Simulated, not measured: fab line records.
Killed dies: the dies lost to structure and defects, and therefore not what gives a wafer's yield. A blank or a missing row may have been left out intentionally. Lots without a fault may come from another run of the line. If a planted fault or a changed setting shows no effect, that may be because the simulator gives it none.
What tool caused it?	flow sky130	13 lots with 39 wafers sampled at 2 steps, on a route of 708 steps

== WHAT THE GAUGES READ, wafer by wafer ==
SKY_VIA4_THK_MEAS_01.
lot	measured	on	VIA4_HDPCVD_THK (nm)
L555	day 43 01:04	filmMetro-02	1743 1747 1743
L557	day 43 11:58	filmMetro-04	1765 1722 1722
L558	day 43 16:37	filmMetro-04	1745 1748 1743
L559	day 44 01:19	filmMetro-02	1732 1766 1751
L561	day 44 07:03	filmMetro-02	1755 1735 1760
L562	day 44 19:28	filmMetro-04	1737 1744 1735
L563	day 44 19:36	filmMetro-03	1723 1732 1723
L565	day 45 16:40	filmMetro-04	1741 1758 1747
L568	day 46 13:14	filmMetro-02	1745 1762 1736
L569	day 46 17:01	filmMetro-04	1747 1733 1744
L570	day 46 23:23	filmMetro-04	1743 1746 1750
L576	day 48 07:08	filmMetro-04	1132 1779 1158
L578	day 48 18:19	filmMetro-03	1736 1751 1752

== TOOL THAT RAN EACH LOT (tool first, then ch and the chambers of the sampled wafers, then the start) ==
lot	SKY_VIA4_HDPCVD_00
L555	hdpcvd-02 ch 0,2, day 43 00:53
L557	hdpcvd-02 ch 0,1,2, day 43 11:47
L558	hdpcvd-01 ch 1,2, day 43 16:25
L559	hdpcvd-01 ch 1,2, day 44 01:08
L561	hdpcvd-02 ch 1,2, day 44 06:52
L562	hdpcvd-01 ch 0,1,2, day 44 19:18
L563	hdpcvd-02 ch 0,1,2, day 44 19:25
L565	hdpcvd-01 ch 0,1, day 45 16:28
L568	hdpcvd-02 ch 0,1,2, day 46 13:02
L569	hdpcvd-01 ch 1,2, day 46 16:50
L570	hdpcvd-01 ch 1,2, day 46 23:12
L576	hdpcvd-01 ch 0,1, day 48 06:56
L578	hdpcvd-02 ch 1,2, day 48 18:08
- SKY_VIA4_HDPCVD_00: deposits SiO2, target thk 1750 nm, time 291.7 s.

== AS READ BY THE TOOLS THEMSELVES (means over the sampled wafers that have a number; for cases with no such wafer, the mark the record gives instead) ==
The record holds no such reading with a usual standard deviation.

== THE ANSWER, worked out from the rows above alone ==
Rule: the lots themselves supply what counts as usual. Put in order of their means at a reading, lots are off if they are a third of the lots or fewer, leave a main group of 4 or more, and stand apart from it by a gap of 3 or more times the standard deviation of the main group's means; of several such gaps the widest counts. If all means in a main group match to the digits the tables above print for the reading, that group is not used. Also off: a lot with no number at a reading for which 4 or more lots have one. Any other lot the step has rows for is counted as sound. Order of review: gauges by route order, followed by the tools' own readings, for which a lot's mean as printed above is used. The first step at which some lot is off is used, and at that step the reading that is off furthest; a lot without a number counts as furthest.
Off: L576, at SKY_VIA4_THK_MEAS_01 (VIA4_HDPCVD_THK). The main group has a mean of 1743 nm with a standard deviation of 6.6.
If a tool, at a process step before that reading, ran all the lots that are off and no sound lot after the first of them, it fits. The gauges at SKY_VIA4_THK_MEAS_01 are tried like those tools. 2 tools fit, hdpcvd-01 at SKY_VIA4_HDPCVD_00 and filmMetro-04 at SKY_VIA4_THK_MEAS_01, so this cannot tell which one it is.

== WHAT THE SIMULATOR HAD INSERTED ==
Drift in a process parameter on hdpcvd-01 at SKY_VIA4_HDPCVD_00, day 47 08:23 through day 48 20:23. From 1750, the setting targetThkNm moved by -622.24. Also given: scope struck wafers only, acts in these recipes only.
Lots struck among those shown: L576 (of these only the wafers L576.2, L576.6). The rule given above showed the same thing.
